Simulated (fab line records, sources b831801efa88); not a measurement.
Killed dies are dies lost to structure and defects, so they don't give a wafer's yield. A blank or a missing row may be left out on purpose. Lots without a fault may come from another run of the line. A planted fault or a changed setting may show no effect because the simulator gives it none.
Which tool did it? | flow gf180mcu | 12 lots, 36 wafers sampled, at 3 steps of a route of 602

WHAT THE GAUGES READ, wafer by wafer
GF_PSD_CD_MEAS_07: target cd 400 nm. Usual: cd_nm 400.2 nm, standard deviation 2.4.
lot  | measured     | on        | cd_nm (nm)        | flag
L912 | day 14 00:10 | cd_sem-02 | 401.3 401.7 399.5 |
L915 | day 15 05:10 | cd_sem-01 | 402.7 401.0 401.9 |
L917 | day 15 22:39 | cd_sem-01 | 403.0 404.2 404.9 |
L918 | day 16 08:21 | cd_sem-01 | 398.9 399.5 398.3 |
L919 | day 16 18:35 | cd_sem-01 | 401.4 401.0 397.5 |
L922 | day 18 00:55 | cd_sem-01 | 398.3 398.8 399.6 |
L927 | day 19 15:32 | cd_sem-01 | 395.8 397.0 396.2 |
L929 | day 20 04:36 | cd_sem-02 | 398.4 400.0 401.1 |
L930 | day 20 10:54 | cd_sem-02 | 398.0 397.4 398.1 |
L933 | day 21 15:22 | cd_sem-01 | 397.4 397.2 397.6 |
L934 | day 22 00:08 | cd_sem-01 | 399.6 398.9 399.6 |
L935 | day 22 09:00 | cd_sem-01 | 400.9 403.2 400.5 |

GF_SAB_CD_MEAS_09: target cd 420 nm. Usual: cd_nm 419.3 nm, standard deviation 2.3.
lot  | measured     | on        | cd_nm (nm)        | flag
L912 | day 14 22:25 | cd_sem-01 | 417.6 418.7 418.9 |
L915 | day 16 03:58 | cd_sem-02 | 419.7 422.3 421.7 |
L917 | day 16 21:42 | cd_sem-01 | 423.8 425.0 424.0 |
L918 | day 17 07:09 | cd_sem-01 | 419.4 418.9 418.9 |
L919 | day 17 18:38 | cd_sem-01 | 421.3 420.2 421.6 |
L922 | day 19 01:12 | cd_sem-02 | 418.8 417.0 418.2 |
L927 | day 20 16:13 | cd_sem-01 | 418.5 419.3 418.2 |
L929 | day 21 05:13 | cd_sem-01 | 417.7 418.4 418.1 |
L930 | day 21 10:58 | cd_sem-01 | 419.5 419.4 421.2 |
L933 | day 22 15:44 | cd_sem-01 | 417.5 415.5 416.1 |
L934 | day 22 23:48 | cd_sem-02 | 421.5 421.5 420.3 |
L935 | day 23 08:51 | cd_sem-01 | 419.0 419.5 420.4 |

WHICH TOOL RAN EACH LOT (tool, then ch and the chambers of the sampled wafers, then the start)
lot  | GF_PSD_RTA_13
L912 | rtp_anneal-02 ch 0, day 14 00:41
L915 | rtp_anneal-01 ch 0, day 15 05:41
L917 | rtp_anneal-02 ch 0, day 15 23:10
L918 | rtp_anneal-01 ch 0, day 16 08:52
L919 | rtp_anneal-01 ch 0, day 16 19:05
L922 | rtp_anneal-01 ch 0, day 18 01:26
L927 | rtp_anneal-01 ch 0, day 19 16:02
L929 | rtp_anneal-01 ch 0, day 20 05:11
L930 | rtp_anneal-02 ch 0, day 20 11:25
L933 | rtp_anneal-01 ch 0, day 21 15:53
L934 | rtp_anneal-01 ch 0, day 22 00:38
L935 | rtp_anneal-01 ch 0, day 22 09:31
- GF_PSD_RTA_13: time 20 s.

WHAT THE TOOLS THEMSELVES READ (means of the sampled wafers that have a number; where no wafer has one, the mark that the record gives instead)
GF_PSD_RTA_13. Usual: lamp_power_pct 34.3 %, standard deviation 2.3; wafer_temp_C_max 1030.7, standard deviation 1.3.
lot  | tool          | lamp_power_pct (%) | wafer_temp_C_max | flag
L912 | rtp_anneal-02 | 32.0               | 1030.2           |
L915 | rtp_anneal-01 | 36.6               | 1031.8           |
L917 | rtp_anneal-02 | 32.0               | 1029.3           |
L918 | rtp_anneal-01 | 36.6               | 1030.6           |
L919 | rtp_anneal-01 | 36.6               | 1030.6           |
L922 | rtp_anneal-01 | 36.6               | 1031.7           |
L927 | rtp_anneal-01 | 36.6               | 1031.2           |
L929 | rtp_anneal-01 | 36.6               | 1032.2           |
L930 | rtp_anneal-02 | 32.0               | 1029.9           |
L933 | rtp_anneal-01 | 36.6               | 1031.2           |
L934 | rtp_anneal-01 | 36.6               | 1031.4           |
L935 | rtp_anneal-01 | 36.6               | 1031.3           |

THE ANSWER, worked out from the rows above alone
Rule: a lot is off if the mean of its wafers that have a number lies more than 3 standard deviations from the usual mean. A lot without any number at a reading at which 4 lots or more have one is off too. The other lots that the step has rows for count as sound. The gauges are gone through in route order, then the tools' own readings, and for those a lot's mean is taken as printed above. The first step at which some lot is off is used, and at that step the reading that is off furthest; a lot without a number counts as furthest.
No lot is off at any reading shown: from this, nothing can be told.

WHAT THE SIMULATOR HAD PUT IN
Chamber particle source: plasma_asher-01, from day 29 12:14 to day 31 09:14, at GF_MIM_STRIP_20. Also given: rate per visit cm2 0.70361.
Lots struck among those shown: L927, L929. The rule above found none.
